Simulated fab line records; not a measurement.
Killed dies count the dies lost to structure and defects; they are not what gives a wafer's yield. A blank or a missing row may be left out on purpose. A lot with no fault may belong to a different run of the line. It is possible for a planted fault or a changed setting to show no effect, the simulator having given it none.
Which of the tools did it? + flow sky130 + 39 wafers from 13 lots sampled at 2 of the route's 708 steps

## WHAT THE GAUGES READ, wafer by wafer
SKY_METAL2_OVL_MEAS_16.
| lot  | measured     | on         | METAL2_OVL (nm) |
|------|--------------|------------|-----------------|
| L447 | day 34 20:46 | overlay-01 | 9 6 8           |
| L450 | day 36 02:07 | overlay-01 | -6 2 -9         |
| L448 | day 36 03:37 | overlay-01 | 7 10 9          |
| L451 | day 36 14:25 | overlay-01 | 8 2 5           |
| L452 | day 36 16:31 | overlay-02 | 3 7 10          |
| L453 | day 37 01:36 | overlay-02 | 2 5 0           |
| L455 | day 37 16:58 | overlay-01 | 4 -1 3          |
| L457 | day 38 10:36 | overlay-01 | -5 -9 7         |
| L458 | day 38 20:37 | overlay-02 | 10 13 5         |
| L459 | day 39 00:33 | overlay-01 | 7 12 13         |
| L464 | day 40 22:57 | overlay-01 | 4 -2 0          |
| L466 | day 41 00:12 | overlay-02 | 13 3 6          |
| L469 | day 42 11:57 | overlay-01 | -4 0 -4         |

SKY_VIA2_THK_MEAS_01.
| lot  | measured     | on            | VIA2_HDPCVD_THK (nm) |
|------|--------------|---------------|----------------------|
| L447 | day 34 21:44 | film_metro-02 | 1184 1203 1187       |
| L450 | day 36 03:05 | film_metro-03 | 1193 1187 1180       |
| L448 | day 36 04:43 | film_metro-01 | 1183 1158 1161       |
| L451 | day 36 15:36 | film_metro-03 | 1167 1182 1173       |
| L452 | day 36 17:28 | film_metro-01 | 1194 1177 1183       |
| L453 | day 37 02:38 | film_metro-02 | 1202 1180 1203       |
| L455 | day 37 17:56 | film_metro-01 | 1186 1178 1188       |
| L457 | day 38 11:32 | film_metro-02 | 1175 1185 1186       |
| L458 | day 38 21:33 | film_metro-03 | 1163 1186 1194       |
| L459 | day 39 01:29 | film_metro-02 | 1180 1191 1171       |
| L464 | day 40 23:55 | film_metro-01 | 1182 1181 1177       |
| L466 | day 41 01:09 | film_metro-02 | 1195 1169 1184       |
| L469 | day 42 12:54 | film_metro-01 | 1180 1174 1167       |

## EACH LOT AND THE TOOL THAT RAN IT (in order: tool; ch and the chambers of the sampled wafers; start)
The record holds no process step before these readings.

## AS READ BY THE TOOLS THEMSELVES (means over the sampled wafers that have a number; for cases with no such wafer, the mark the record gives instead)
The record holds no such reading with a usual standard deviation.

## THE ANSWER, worked out from the rows above alone
Rule: the lots themselves supply what counts as usual. The widest of any qualifying gaps counts: lots, ordered by their means at a reading, are off when they make up no more than a third of the lots, leave a main group of 4 or more, and stand apart from it by 3 or more times the standard deviation of that group's means. The tables above print the reading to a certain number of digits; a main group whose means all agree to those digits is not used. A lot without any number at a reading at which 4 lots or more have one is off too. Where the step has rows for the other lots, those lots are counted as sound. After the gauges, taken in route order, come the tools' own readings; for these a lot's mean is taken, as printed above. At the first step where some lot is off, the reading lying furthest off is the one used; lots without a number count as furthest.
None of the lots is off at any reading shown; this tells nothing.

## WHAT THE SIMULATOR PUT IN
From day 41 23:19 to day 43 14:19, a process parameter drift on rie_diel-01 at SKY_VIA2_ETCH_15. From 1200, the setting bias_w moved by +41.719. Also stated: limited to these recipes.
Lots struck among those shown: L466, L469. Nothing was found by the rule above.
